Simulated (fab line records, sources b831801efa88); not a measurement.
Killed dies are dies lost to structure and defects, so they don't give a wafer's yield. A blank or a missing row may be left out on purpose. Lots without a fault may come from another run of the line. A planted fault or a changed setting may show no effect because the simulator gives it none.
One fault seen from 2 desks | flow sfq_line | each desk has only its own numbers; what lay behind them comes last

THE TOOL OWNER'S DESK: pecvd-04
The tool's own readings at SFQ_TRILAYER_I7_DEP_PECVD_183 (deposits SiO2 from SiH4/N2O, time 111.11 s, target thk 500 nm): means of the sampled wafers that have a number, for each lot that ran on this tool. A lot is out of limits, marked OUT, if its mean lies more than 4 standard deviations from the usual mean; the brackets give that distance.
Columns: A = heater_power_w at SFQ_TRILAYER_I7_DEP_PECVD_183, usual 79 W; B = rf_fwd_power_W at SFQ_TRILAYER_I7_DEP_PECVD_183, usual 182.3 W; C = susceptor_temp_C at SFQ_TRILAYER_I7_DEP_PECVD_183, usual 150.01 C; D = throttle_valve_pct at SFQ_TRILAYER_I7_DEP_PECVD_183, usual 24.5 %
lot  | first seen here | A  | B               | C      | D
L528 | day 66 20:56    | 89 | 163.2 (-28) OUT | 149.88 | 23.9
L531 | day 67 01:44    | 76 | 172.7 (-14) OUT | 150.12 | 22.7
L541 | day 72 15:44    | 71 | 182.4           | 150.08 | 23.9
This desk's finding: out of limits on L528, L531; first on L528, day 66 20:56 (rf_fwd_power_W at SFQ_TRILAYER_I7_DEP_PECVD_183). In limits: L541.

THE METROLOGY DESK
What the gauges read, lot by lot, whatever tool the lot ran on: means of the sampled wafers that have a number. A lot is out of limits, marked OUT, if its mean lies more than 4 standard deviations from the usual mean; the brackets give that distance.
Columns: A = M7_OVL at SFQ_M7_OVL_MEAS_945, usual -6 nm; B = I7_BOW at SFQ_I7_BOW_MEAS_946, usual 8 um
lot  | first seen here | A  | B
L518 | day 63 21:13    | -9 | 9
L528 | day 66 19:57    | -8 | 11
L531 | day 67 00:45    | -5 | 17
L533 | day 67 03:17    | -3 | -17
L540 | day 72 05:15    | 3  | 13
L541 | day 72 14:44    | -3 | 2
This desk's finding: nothing out of limits on any of the 6 lots.

PUT TOGETHER
The tool owner's desk could have raised an alarm at day 66 20:56, on L528, L531.
The metrology desk saw nothing out of limits.
The metrology desk has L528, L531 on record, within its limits.
Of the lots named, all ran SFQ_TRILAYER_I7_DEP_PECVD_183 on pecvd-04.

WHAT THE SIMULATOR HAD PUT IN
Process parameter drift: pecvd-04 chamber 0, from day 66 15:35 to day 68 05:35, at SFQ_TRILAYER_I7_DEP_PECVD_183. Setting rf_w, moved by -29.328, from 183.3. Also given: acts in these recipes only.
Lots struck among those shown: L528, L531.
Hours from the fault's start to each desk's first reading out of limits: the tool owner's desk, 5.
